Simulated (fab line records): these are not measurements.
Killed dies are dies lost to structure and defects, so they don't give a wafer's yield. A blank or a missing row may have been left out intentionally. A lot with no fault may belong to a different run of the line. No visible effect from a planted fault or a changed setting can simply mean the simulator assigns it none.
One fault seen from 2 desks | flow sky130 | only its own numbers are on each desk; what lay behind them is given at the end

THE METROLOGY DESK
What the gauges read, lot by lot, whatever tool the lot ran on: means of the sampled wafers that have a number. Marked OUT: a lot whose mean sits more than 4 standard deviations from the usual mean, which makes it out of limits; the brackets give that distance.
Columns: A = cd_nm at SKY_SD_P_CD_MEAS_07, usual 379.4 nm; B = SD_N_TW at SKY_SD_N_TW_MEAS_12, usual 3958; C = LI_CONTACT_HDPCVD_THK at SKY_LI_CONTACT_THK_MEAS_01, usual 934 nm
lot  | first seen here | A     | B    | C
L956 | day 25 12:38    | 382.3 | 3938 | 937
L957 | day 26 06:59    | 377.3 | 3922 | 940
L958 | day 26 14:29    | 381.5 | 3941 | 940
L959 | day 26 15:56    | 378.8 | 3948 | 927
L964 | day 28 04:10    | 386.3 | 4006 | 877 (-5.7) OUT
L967 | day 29 04:25    | 379.8 | 3959 | 820 (-11) OUT
L968 | day 29 08:47    | 380.4 | 3984 | 943
L971 | day 30 08:28    | 379.2 | 3941 | 931
L972 | day 31 03:23    | 377.7 | 4008 | 927
L973 | day 31 06:59    | 380.0 | 3954 | 940
L976 | day 32 04:56    | 381.2 | 3937 | 934
Per this desk, out of limits: L964, L967; the first was L964, day 30 11:48 (LI_CONTACT_HDPCVD_THK at SKY_LI_CONTACT_THK_MEAS_01). L956, L957, L958, L959, L968, L971, L972, L973, L976 stayed within limits.

AT THE TOOL OWNER'S DESK: hdpcvd-02
The tool's own readings at SKY_LI_CONTACT_HDPCVD_00 (deposits PSG, target thk 930 nm, time 155 s): means of the sampled wafers that have a number, for each lot that ran on this tool. Marked OUT: a lot whose mean sits more than 4 standard deviations from the usual mean, which makes it out of limits; the brackets give that distance.
Columns: A = pressure_mtorr at SKY_LI_CONTACT_HDPCVD_00, usual 6.001 mTorr
lot  | first seen here | A
L964 | day 30 11:41    | 6.006
L967 | day 31 13:25    | 6.009
This desk found nothing out of limits on any of the 2 lots.

BROUGHT TOGETHER
Metrology desk: alarm possible at day 30 11:48 on L964, L967.
The desk of the tool owner found nothing out of limits.
Tool owner's desk: L964, L967 on record, inside its limits.
The lots listed all ran SKY_LI_CONTACT_HDPCVD_00 on hdpcvd-02.

WHAT THE SIMULATOR HAD INSERTED
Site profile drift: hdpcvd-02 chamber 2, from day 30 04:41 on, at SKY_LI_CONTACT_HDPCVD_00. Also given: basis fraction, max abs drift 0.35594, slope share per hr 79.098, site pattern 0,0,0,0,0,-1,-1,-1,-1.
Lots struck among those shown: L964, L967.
Delay in hours, fault start to first out-of-limits reading, per desk: metrology desk 7.
